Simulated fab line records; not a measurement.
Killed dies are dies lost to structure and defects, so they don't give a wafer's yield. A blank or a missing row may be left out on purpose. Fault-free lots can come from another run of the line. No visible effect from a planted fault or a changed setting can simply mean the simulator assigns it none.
The tool behind it: which one? :: flow sky130 :: 14 lots, 42 wafers sampled, at 4 steps of a route of 708

WHAT THE GAUGES READ, wafer by wafer
SKY_SD_N_RS_MEAS_16: measurement is done with a four-point probe.
lot: L634
measured: day 27 09:47
on: filmMetro-01
SD_N_RS (ohm/sq): 68.58 68.78 68.67

lot: L636
measured: day 28 12:13
on: filmMetro-02
SD_N_RS (ohm/sq): 68.62 68.65 68.50

lot: L638
measured: day 28 19:17
on: filmMetro-01
SD_N_RS (ohm/sq): 68.58 68.36 68.70

lot: L640
measured: day 31 07:11
on: filmMetro-03
SD_N_RS (ohm/sq): 68.71 68.60 68.55

lot: L641
measured: day 31 07:33
on: filmMetro-01
SD_N_RS (ohm/sq): 68.59 68.60 68.48

lot: L643
measured: day 31 10:20
on: filmMetro-01
SD_N_RS (ohm/sq): 68.46 68.58 68.55

lot: L646
measured: day 31 20:32
on: filmMetro-02
SD_N_RS (ohm/sq): 68.45 68.63 68.47

lot: L648
measured: day 32 06:01
on: filmMetro-02
SD_N_RS (ohm/sq): 68.59 68.66 68.77

lot: L647
measured: day 32 06:19
on: filmMetro-01
SD_N_RS (ohm/sq): 59.01 59.10 58.86

lot: L650
measured: day 33 03:55
on: filmMetro-03
SD_N_RS (ohm/sq): 58.96 59.13 58.97

lot: L652
measured: day 35 00:19
on: filmMetro-03
SD_N_RS (ohm/sq): 68.54 68.61 68.51

lot: L654
measured: day 35 04:29
on: filmMetro-01
SD_N_RS (ohm/sq): 68.81 68.57 68.61

lot: L653
measured: day 35 07:20
on: filmMetro-02
SD_N_RS (ohm/sq): 68.76 68.67 68.61

lot: L657
measured: day 35 08:56
on: filmMetro-03
SD_N_RS (ohm/sq): 68.70 68.71 68.58

SKY_SD_N_RS_MEAS_17: measurement is done with a four-point probe.
lot: L634
measured: day 27 09:55
on: filmMetro-01
SD_P_RS (ohm/sq): 147.9 147.5 148.0

lot: L636
measured: day 28 12:20
on: filmMetro-02
SD_P_RS (ohm/sq): 147.0 147.2 147.1

lot: L638
measured: day 28 19:25
on: filmMetro-01
SD_P_RS (ohm/sq): 146.9 147.0 147.4

lot: L640
measured: day 31 07:19
on: filmMetro-03
SD_P_RS (ohm/sq): 147.3 147.5 147.3

lot: L641
measured: day 31 07:40
on: filmMetro-01
SD_P_RS (ohm/sq): 146.9 146.5 146.3

lot: L643
measured: day 31 10:28
on: filmMetro-01
SD_P_RS (ohm/sq): 147.0 146.8 146.9

lot: L646
measured: day 31 20:40
on: filmMetro-02
SD_P_RS (ohm/sq): 146.6 146.7 147.0

lot: L648
measured: day 32 06:08
on: filmMetro-02
SD_P_RS (ohm/sq): 146.9 147.2 147.2

lot: L647
measured: day 32 06:26
on: filmMetro-01
SD_P_RS (ohm/sq): 101.2 101.3 101.1

lot: L650
measured: day 33 04:02
on: filmMetro-03
SD_P_RS (ohm/sq): 100.8 101.2 100.7

lot: L652
measured: day 35 00:26
on: filmMetro-03
SD_P_RS (ohm/sq): 147.6 147.3 147.4

lot: L654
measured: day 35 04:37
on: filmMetro-01
SD_P_RS (ohm/sq): 147.3 147.5 147.4

lot: L653
measured: day 35 07:28
on: filmMetro-02
SD_P_RS (ohm/sq): 148.2 147.5 147.6

lot: L657
measured: day 35 09:04
on: filmMetro-03
SD_P_RS (ohm/sq): 147.8 147.7 147.5

SKY_SD_N_RS_MEAS_18: measurement is done with a four-point probe.
lot: L634
measured: day 27 10:02
on: filmMetro-01
RES_XHIGH_RS (ohm/sq): 334.1 334.1 334.4

lot: L636
measured: day 28 12:27
on: filmMetro-02
RES_XHIGH_RS (ohm/sq): 333.0 332.5 333.5

lot: L638
measured: day 28 19:32
on: filmMetro-01
RES_XHIGH_RS (ohm/sq): 332.7 334.3 333.1

lot: L640
measured: day 31 07:26
on: filmMetro-03
RES_XHIGH_RS (ohm/sq): 334.1 334.3 333.3

lot: L641
measured: day 31 07:47
on: filmMetro-01
RES_XHIGH_RS (ohm/sq): 334.4 334.5 334.2

lot: L643
measured: day 31 10:35
on: filmMetro-01
RES_XHIGH_RS (ohm/sq): 331.8 332.6 331.3

lot: L646
measured: day 31 20:47
on: filmMetro-02
RES_XHIGH_RS (ohm/sq): 334.0 333.9 334.5

lot: L648
measured: day 32 06:15
on: filmMetro-02
RES_XHIGH_RS (ohm/sq): 334.6 334.6 334.8

lot: L647
measured: day 32 06:33
on: filmMetro-01
RES_XHIGH_RS (ohm/sq): 330.0 330.4 329.9

lot: L650
measured: day 33 04:09
on: filmMetro-03
RES_XHIGH_RS (ohm/sq): 327.9 327.9 328.1

lot: L652
measured: day 35 00:33
on: filmMetro-03
RES_XHIGH_RS (ohm/sq): 333.9 334.3 334.2

lot: L654
measured: day 35 04:44
on: filmMetro-01
RES_XHIGH_RS (ohm/sq): 333.9 334.6 334.2

lot: L653
measured: day 35 07:35
on: filmMetro-02
RES_XHIGH_RS (ohm/sq): 331.8 332.1 332.7

lot: L657
measured: day 35 09:11
on: filmMetro-03
RES_XHIGH_RS (ohm/sq): 334.2 334.0 333.7

WHAT TOOL EACH LOT RAN ON (gives the tool, then ch and the chambers of the sampled wafers, and finally the start)
lot: L634
SKY_SD_N_RTA_14: rtpAnneal-02 ch 0, day 27 09:37

lot: L636
SKY_SD_N_RTA_14: rtpAnneal-02 ch 0, day 28 12:02

lot: L638
SKY_SD_N_RTA_14: rtpAnneal-02 ch 0, day 28 19:07

lot: L640
SKY_SD_N_RTA_14: rtpAnneal-02 ch 0, day 31 07:01

lot: L641
SKY_SD_N_RTA_14: rtpAnneal-01 ch 0, day 31 07:21

lot: L643
SKY_SD_N_RTA_14: rtpAnneal-02 ch 0, day 31 10:10

lot: L646
SKY_SD_N_RTA_14: rtpAnneal-02 ch 0, day 31 20:22

lot: L648
SKY_SD_N_RTA_14: rtpAnneal-01 ch 0, day 32 05:49

lot: L647
SKY_SD_N_RTA_14: rtpAnneal-02 ch 0, day 32 06:07

lot: L650
SKY_SD_N_RTA_14: rtpAnneal-02 ch 0, day 33 03:43

lot: L652
SKY_SD_N_RTA_14: rtpAnneal-01 ch 0, day 35 00:08

lot: L654
SKY_SD_N_RTA_14: rtpAnneal-01 ch 0, day 35 04:19

lot: L653
SKY_SD_N_RTA_14: rtpAnneal-01 ch 0, day 35 07:10

lot: L657
SKY_SD_N_RTA_14: rtpAnneal-01 ch 0, day 35 08:46
- SKY_SD_N_RTA_14: time 2 s.

AS READ BY THE TOOLS THEMSELVES (means over the sampled wafers that have a number; for cases with no such wafer, the mark the record gives instead)
SKY_SD_N_RTA_14.
lot: L634
tool: rtpAnneal-02
lampPowerPct (%): 15.75
wafer_temp_C_max: 1077.8

lot: L636
tool: rtpAnneal-02
lampPowerPct (%): 15.73
wafer_temp_C_max: 1078.4

lot: L638
tool: rtpAnneal-02
lampPowerPct (%): 15.78
wafer_temp_C_max: 1077.2

lot: L640
tool: rtpAnneal-02
lampPowerPct (%): 15.66
wafer_temp_C_max: 1078.6

lot: L641
tool: rtpAnneal-01
lampPowerPct (%): 15.73
wafer_temp_C_max: 1079.5

lot: L643
tool: rtpAnneal-02
lampPowerPct (%): 15.73
wafer_temp_C_max: 1080.1

lot: L646
tool: rtpAnneal-02
lampPowerPct (%): 15.73
wafer_temp_C_max: 1078.0

lot: L648
tool: rtpAnneal-01
lampPowerPct (%): 15.77
wafer_temp_C_max: 1077.9

lot: L647
tool: rtpAnneal-02
lampPowerPct (%): 16.84
wafer_temp_C_max: 1129.4

lot: L650
tool: rtpAnneal-02
lampPowerPct (%): 16.92
wafer_temp_C_max: 1130.2

lot: L652
tool: rtpAnneal-01
lampPowerPct (%): 15.69
wafer_temp_C_max: 1077.4

lot: L654
tool: rtpAnneal-01
lampPowerPct (%): 15.70
wafer_temp_C_max: 1078.9

lot: L653
tool: rtpAnneal-01
lampPowerPct (%): 15.76
wafer_temp_C_max: 1079.1

lot: L657
tool: rtpAnneal-01
lampPowerPct (%): 15.70
wafer_temp_C_max: 1077.7

THE ANSWER, worked out from the rows above alone
Rule: the usual values come from the lots themselves. Put in order of their means at a reading, lots are off if they are a third of the lots or fewer, leave a main group of 4 or more, and stand apart from it by a gap of 3 or more times the standard deviation of the main group's means; of several such gaps the widest counts. Not used: any main group whose means are identical at the precision the tables above print for the reading. Also off: a lot with no number at a reading for which 4 or more lots have one. Where the step has rows for the other lots, those lots are counted as sound. First the gauges in route order, then the tools' own readings, where a lot's mean is used as printed above. The first step at which some lot is off is used, and at that step the reading that is off furthest; a lot without a number counts as furthest.
Off: at SKY_SD_N_RS_MEAS_16 (SD_N_RS), L647, L650. Main group: mean 68.61 ohm/sq, sd 0.061.
A tool fits if, at a process step before that reading, it ran every lot that is off, and no sound lot after the first of them. Not tried: the gauges at SKY_SD_N_RS_MEAS_16; whatever is off there is also off at SKY_SD_N_RTA_14, on other tools, and gauge error can't account for it. One candidate fits, namely rtpAnneal-02 at SKY_SD_N_RTA_14. Its last sound lot is L646 (day 31 20:22), its first lot that is off L647 (day 32 06:07): a fault that began between those two fits.
The tool's own readings at SKY_SD_N_RTA_14 bear it out: on the lots that are off they differ by more than 5 times the standard deviation of the sound lots' means. lampPowerPct reads 16.88 % there against 15.73 % on the sound lots; wafer_temp_C_max reads 1129.8 there against 1078.4 on the sound lots.

WHAT HAD BEEN PUT IN BY THE SIMULATOR
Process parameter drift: rtpAnneal-02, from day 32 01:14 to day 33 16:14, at SKY_SD_N_RTA_14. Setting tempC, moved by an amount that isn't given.
Shown lots that were struck: L647, L650. The rule above reached the same finding.
